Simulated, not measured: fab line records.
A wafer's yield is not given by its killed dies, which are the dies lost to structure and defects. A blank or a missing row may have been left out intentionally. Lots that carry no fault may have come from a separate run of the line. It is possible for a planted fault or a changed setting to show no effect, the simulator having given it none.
Which tool was responsible? ; flow sky130 ; 14 lots, 42 wafers sampled, at 2 steps of a route of 708

== WHAT THE GAUGES READ, wafer by wafer ==
SKY_CONTACT_CD_MEAS_14: the cd target is 170 nm.
lot;measured;on;cd-nm (nm)
L527;day 31 12:43;cd-sem-01;168.7 166.7 168.0
L528;day 31 17:40;cd-sem-02;168.7 169.7 169.4
L529;day 32 00:15;cd-sem-01;170.0 170.7 168.8
L530;day 32 04:48;cd-sem-01;170.9 171.0 170.7
L531;day 32 21:11;cd-sem-02;168.0 168.9 167.4
L532;day 33 06:44;cd-sem-01;169.2 170.1 171.3
L534;day 33 23:21;cd-sem-02;169.4 169.7 169.0
L535;day 34 04:13;cd-sem-02;170.1 170.6 168.6
L536;day 34 14:31;cd-sem-01;174.3 172.8 171.5
L537;day 35 00:20;cd-sem-01;167.7 166.0 166.9
L540;day 36 08:01;cd-sem-01;138.3 138.7 167.4
L541;day 36 10:10;cd-sem-01;167.6 168.5 167.7
L544;day 37 07:46;cd-sem-01;140.5 170.0 169.3
L550;day 38 14:40;cd-sem-01;169.9 169.5 169.2

== WHAT TOOL EACH LOT RAN ON (gives the tool, then ch and the chambers of the sampled wafers, and finally the start) ==
lot;SKY_CONTACT_EXPOSE_11
L527;krf-scanner-01 ch 0, day 30 23:20
L528;krf-scanner-01 ch 0, day 31 03:54
L529;krf-scanner-01 ch 0, day 31 10:34
L530;krf-scanner-02 ch 0, day 31 15:41
L531;krf-scanner-02 ch 0, day 32 07:44
L532;krf-scanner-01 ch 0, day 32 17:54
L534;krf-scanner-02 ch 0, day 33 09:52
L535;krf-scanner-02 ch 0, day 33 14:52
L536;krf-scanner-02 ch 0, day 34 02:20
L537;krf-scanner-02 ch 0, day 34 10:49
L540;krf-scanner-02 ch 0, day 35 19:19
L541;krf-scanner-01 ch 0, day 35 21:02
L544;krf-scanner-02 ch 0, day 36 18:57
L550;krf-scanner-01 ch 0, day 38 02:02
- SKY_CONTACT_EXPOSE_11: exposes mask CTM1, target cd 170 nm.

== WHAT THE TOOLS THEMSELVES READ (means of the sampled wafers that have a number; where no wafer has one, the mark that the record gives instead) ==
SKY_CONTACT_EXPOSE_11.
lot;tool;stage-vel-mm-s (mm/s)
L527;krf-scanner-01;499.67
L528;krf-scanner-01;500.06
L529;krf-scanner-01;500.26
L530;krf-scanner-02;500.04
L531;krf-scanner-02;500.13
L532;krf-scanner-01;500.08
L534;krf-scanner-02;499.78
L535;krf-scanner-02;500.01
L536;krf-scanner-02;499.97
L537;krf-scanner-02;499.73
L540;krf-scanner-02;500.03
L541;krf-scanner-01;499.63
L544;krf-scanner-02;500.19
L550;krf-scanner-01;500.25

== THE ANSWER, worked out from the rows above alone ==
Rule: usual is defined by the lots themselves. Put in order of their means at a reading, lots are off if they are a third of the lots or fewer, leave a main group of 4 or more, and stand apart from it by a gap of 3 or more times the standard deviation of the main group's means; of several such gaps the widest counts. The tables above print the reading to a certain number of digits; a main group whose means all agree to those digits is not used. Also off: a lot with no number at a reading for which 4 or more lots have one. All remaining lots with rows at the step are treated as sound. The gauges are gone through in route order, then the tools' own readings, and for those a lot's mean is taken as printed above. At the first step where some lot is off, the reading lying furthest off is the one used; lots without a number count as furthest.
Off at SKY_CONTACT_CD_MEAS_14 (cd-nm): L540, L544. Mean 169.4 nm and standard deviation 1.5 in the main group.
A tool fits if, at a process step before that reading, it ran every lot that is off, and no sound lot after the first of them. Gauges at SKY_CONTACT_CD_MEAS_14: tried the same way as those tools. One fits: krf-scanner-02 at SKY_CONTACT_EXPOSE_11. Its last sound lot is L537 (day 34 10:49), its first lot that is off L540 (day 35 19:19): a fault that began between those two fits.

== WHAT WAS PUT IN BY THE SIMULATOR ==
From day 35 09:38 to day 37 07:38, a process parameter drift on krf-scanner-02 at SKY_CONTACT_EXPOSE_11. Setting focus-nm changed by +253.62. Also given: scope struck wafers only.
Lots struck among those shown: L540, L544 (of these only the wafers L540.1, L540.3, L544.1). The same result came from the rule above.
